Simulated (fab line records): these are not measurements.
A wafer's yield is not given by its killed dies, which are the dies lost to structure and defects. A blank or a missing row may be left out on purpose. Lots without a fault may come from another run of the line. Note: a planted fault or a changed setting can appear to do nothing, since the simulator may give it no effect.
The tool behind it: which one?	flow gf180mcu	15 lots with 44 wafers sampled at 5 steps, on a route of 602 steps

## WHAT THE GAUGES READ, wafer by wafer
GF_MVSD_OVL_MEAS_07.
lot	measured	on	MVSD_OVL (nm)
L324	day 4 09:47	overlay-01	0.1 0.8 0.0
L325	day 4 14:49	overlay-02	0.2 -1.1 0.2
L327	day 5 05:07	overlay-02	-0.4 -0.8 -0.6
L328	day 5 10:28	overlay-02	0.6 -0.5 -0.8
L329	day 5 18:57	overlay-01	0.7 0.1 1.2
L330	day 5 22:59	overlay-02	-0.4 -3.3 -3.5
L331	day 6 04:41	overlay-02	0.1 0.6 0.6
L332	day 6 11:38	overlay-01	0.0 -0.2 0.5
L333	day 6 14:37	overlay-02	1.8 1.5 1.4
L339	day 8 05:52	overlay-02	0.4 0.3
L341	day 8 12:26	overlay-01	0.7 -0.6 1.0
L342	day 8 20:46	overlay-01	-0.3 0.0 -1.0
L345	day 9 13:06	overlay-02	-0.5 -0.1 -0.4
L346	day 9 17:38	overlay-02	-0.7 0.4 -0.3
L347	day 9 23:17	overlay-02	2.0 0.5 2.3

GF_V5_THK_MEAS_25: measures by xrf.
lot	measured	on	V5_W_THK (nm)
L324	day 27 06:01	film_metro-04	344 347 351
L325	day 27 19:57	film_metro-02	344 343 339
L327	day 28 10:40	film_metro-04	346 349 350
L328	day 28 23:46	film_metro-04	350 352 350
L329	day 29 03:59	film_metro-04	348 345 345
L330	day 29 05:56	film_metro-02	344 346 349
L331	day 29 13:29	film_metro-01	344 346 340
L332	day 29 22:12	film_metro-01	343 339 344
L333	day 30 01:46	film_metro-04	350 355 349
L339	day 32 01:17	film_metro-04	354 351
L341	day 32 08:14	film_metro-04	359 350 354
L342	day 32 13:48	film_metro-02	361 355 354
L345	day 33 03:52	film_metro-01	342 346 341
L346	day 33 11:50	film_metro-04	354 348 351
L347	day 33 16:32	film_metro-01	345 345 347

## WHICH TOOL RAN EACH LOT (tool, then ch and the chambers of the sampled wafers, then the start)
lot	GF_STI_ETCH_14	GF_STI_STRIP_15	GF_HV_LDD_RTA_52
L324	rie_si-01 ch 2,3, day 2 01:41	plasma_asher-02 ch 1, day 2 01:46	rtp_anneal-02 ch 0, day 12 08:33
L325	rie_si-02 ch 0,1,3, day 2 07:43	plasma_asher-01 ch 0,1, day 2 07:49	rtp_anneal-02 ch 0, day 12 20:13
L327	rie_si-02 ch 2,3, day 2 17:02	plasma_asher-03 ch 0,1, day 2 17:07	rtp_anneal-02 ch 0, day 13 13:27
L328	rie_si-02 ch 0,1,2, day 2 22:55	plasma_asher-02 ch 0, day 2 22:59	rtp_anneal-01 ch 0, day 14 02:41
L329	rie_si-02 ch 0,1,2, day 3 04:58	plasma_asher-01 ch 0,1, day 3 05:04	rtp_anneal-02 ch 0, day 14 05:50
L330	rie_si-02 ch 0,1,2, day 3 10:25	plasma_asher-02 ch 0,1, day 3 10:29	rtp_anneal-02 ch 0, day 14 11:26
L331	rie_si-02 ch 0,2,3, day 3 14:29	plasma_asher-03 ch 0,1, day 3 14:34	rtp_anneal-01 ch 0, day 14 18:18
L332	rie_si-01 ch 2,3, day 3 18:57	plasma_asher-03 ch 0,1, day 3 19:02	rtp_anneal-01 ch 0, day 15 05:27
L333	rie_si-01 ch 0,2, day 3 23:56	plasma_asher-02 ch 0,1, day 4 00:01	rtp_anneal-02 ch 0, day 15 09:12
L339	rie_si-02 ch 0, day 5 07:06	plasma_asher-03 ch 0,1, day 5 07:13	rtp_anneal-02 ch 0, day 17 16:21
L341	rie_si-02 ch 1,2,3, day 5 16:20	plasma_asher-02 ch 0,1, day 5 16:25	rtp_anneal-02 ch 0, day 18 02:36
L342	rie_si-02 ch 0,2,3, day 6 00:42	plasma_asher-02 ch 0,1, day 6 00:47	rtp_anneal-02 ch 0, day 18 13:46
L345	rie_si-01 ch 0,1, day 6 13:49	plasma_asher-02 ch 0,1, day 6 13:53	rtp_anneal-01 ch 0, day 19 10:15
L346	rie_si-01 ch 1,2,3, day 6 18:40	plasma_asher-02 ch 0,1, day 6 18:44	rtp_anneal-01 ch 0, day 19 22:44
L347	rie_si-01 ch 0,1,2, day 6 23:56	plasma_asher-01 ch 0,1, day 7 00:01	rtp_anneal-02 ch 0, day 20 04:46
- GF_STI_ETCH_14: etches Si in HBr/Cl2/O2, target depth 360 nm, time 102.9 s.
- GF_STI_STRIP_15: strips in O2/N2.
- GF_HV_LDD_RTA_52: time 10 s.

## WHAT THE TOOLS THEMSELVES READ (means of the sampled wafers that have a number; where no wafer has one, the mark that the record gives instead)
GF_STI_ETCH_14.
lot	tool	drypump_motor_current_A (A)	mfc_cl2_sccm (sccm)	oes_product_au (a.u.)	run_length_s (s)	throttle_valve_pct (%)
L324	rie_si-01	5.7	40.16	0.999	131.0	25.670
L325	rie_si-02	5.5	39.99	0.994	130.9	25.666
L327	rie_si-02	4.9	40.04	0.994	131.0	25.658
L328	rie_si-02	5.4	40.06	0.996	131.1	25.657
L329	rie_si-02	5.4	39.99	0.993	131.2	25.662
L330	rie_si-02	5.4	40.00	0.985	131.2	25.671
L331	rie_si-02	5.3	40.00	0.993	131.0	25.659
L332	rie_si-01	5.7	40.07	1.005	131.3	25.648
L333	rie_si-01	5.6	39.82	0.986	131.3	25.659
L339	rie_si-02	6.1	39.87	0.984	105.8	25.661
L341	rie_si-02	5.1	40.08	1.004	114.1	25.658
L342	rie_si-02	5.3	40.02	0.993	114.5	25.671
L345	rie_si-01	5.7	40.03	1.003	131.5	25.655
L346	rie_si-01	5.6	40.00	1.011	131.4	25.651
L347	rie_si-01	5.6	39.99	1.008	131.1	25.655

GF_STI_STRIP_15.
lot	tool	drypump_motor_current_A (A)	heater_power_w (W)	oes_product_au (a.u.)	strip_time_to_endpoint_s (s)
L324	plasma_asher-02	5.5	300	0.384	3.72
L325	plasma_asher-01	5.3	335	0.383	3.71
L327	plasma_asher-03	5.9	334	0.383	3.74
L328	plasma_asher-02	6.6	331	0.383	3.72
L329	plasma_asher-01	5.3	350	0.384	3.71
L330	plasma_asher-02	6.2	315	0.387	3.74
L331	plasma_asher-03	5.9	331	0.383	3.67
L332	plasma_asher-03	5.9	333	0.383	3.69
L333	plasma_asher-02	5.9	304	0.381	3.71
L339	plasma_asher-03	6.0	333	0.395	4.05
L341	plasma_asher-02	5.9	309	0.390	3.94
L342	plasma_asher-02	5.8	309	0.395	3.92
L345	plasma_asher-02	6.2	316	0.384	3.68
L346	plasma_asher-02	5.9	306	0.384	3.77
L347	plasma_asher-01	5.3	322	0.383	3.73

GF_HV_LDD_RTA_52.
lot	tool	lamp_power_pct (%)	wafer_temp_C_max
L324	rtp_anneal-02	35.1	1005.2
L325	rtp_anneal-02	35.0	1005.7
L327	rtp_anneal-02	35.1	1005.4
L328	rtp_anneal-01	32.7	1004.4
L329	rtp_anneal-02	35.1	1005.2
L330	rtp_anneal-02	35.1	1005.0
L331	rtp_anneal-01	32.7	1003.6
L332	rtp_anneal-01	32.7	1003.9
L333	rtp_anneal-02	35.1	1004.8
L339	rtp_anneal-02	35.0	1006.2
L341	rtp_anneal-02	35.1	1005.6
L342	rtp_anneal-02	35.1	1005.4
L345	rtp_anneal-01	32.7	1005.0
L346	rtp_anneal-01	32.7	1003.4
L347	rtp_anneal-02	35.1	1005.9

## THE ANSWER, worked out from the rows above alone
Rule: the usual values come from the lots themselves. Put in order of their means at a reading, lots are off if they are a third of the lots or fewer, leave a main group of 4 or more, and stand apart from it by a gap of 3 or more times the standard deviation of the main group's means; of several such gaps the widest counts. If all means in a main group match to the digits the tables above print for the reading, that group is not used. Also off: a lot with no number at a reading for which 4 or more lots have one. The other lots that the step has rows for count as sound. Order of review: gauges by route order, followed by the tools' own readings, for which a lot's mean as printed above is used. At the first step where some lot is off, the reading lying furthest off is the one used; lots without a number count as furthest.
Off: L339, L341, L342, at GF_STI_ETCH_14 (run_length_s). For the main group the mean is 131.2 s and the standard deviation 0.17.
A tool fits if, at that step or a process step before it, it ran every lot that is off, and no sound lot after the first of them. One fits: rie_si-02 at GF_STI_ETCH_14. A fault onset in the window from L331 (day 3 14:29, its last sound lot) to L339 (day 5 07:06, its first lot off) fits.
On the lots that are off, the tool's own readings at GF_STI_ETCH_14 differ by more than 5 times the standard deviation of the sound lots' means, which bears it out; run_length_s reads 111.5 s there versus 131.2 s on the sound lots.

## WHAT THE SIMULATOR HAD PUT IN
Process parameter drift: rie_si-02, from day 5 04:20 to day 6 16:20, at GF_STI_ETCH_14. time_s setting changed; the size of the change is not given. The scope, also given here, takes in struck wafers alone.
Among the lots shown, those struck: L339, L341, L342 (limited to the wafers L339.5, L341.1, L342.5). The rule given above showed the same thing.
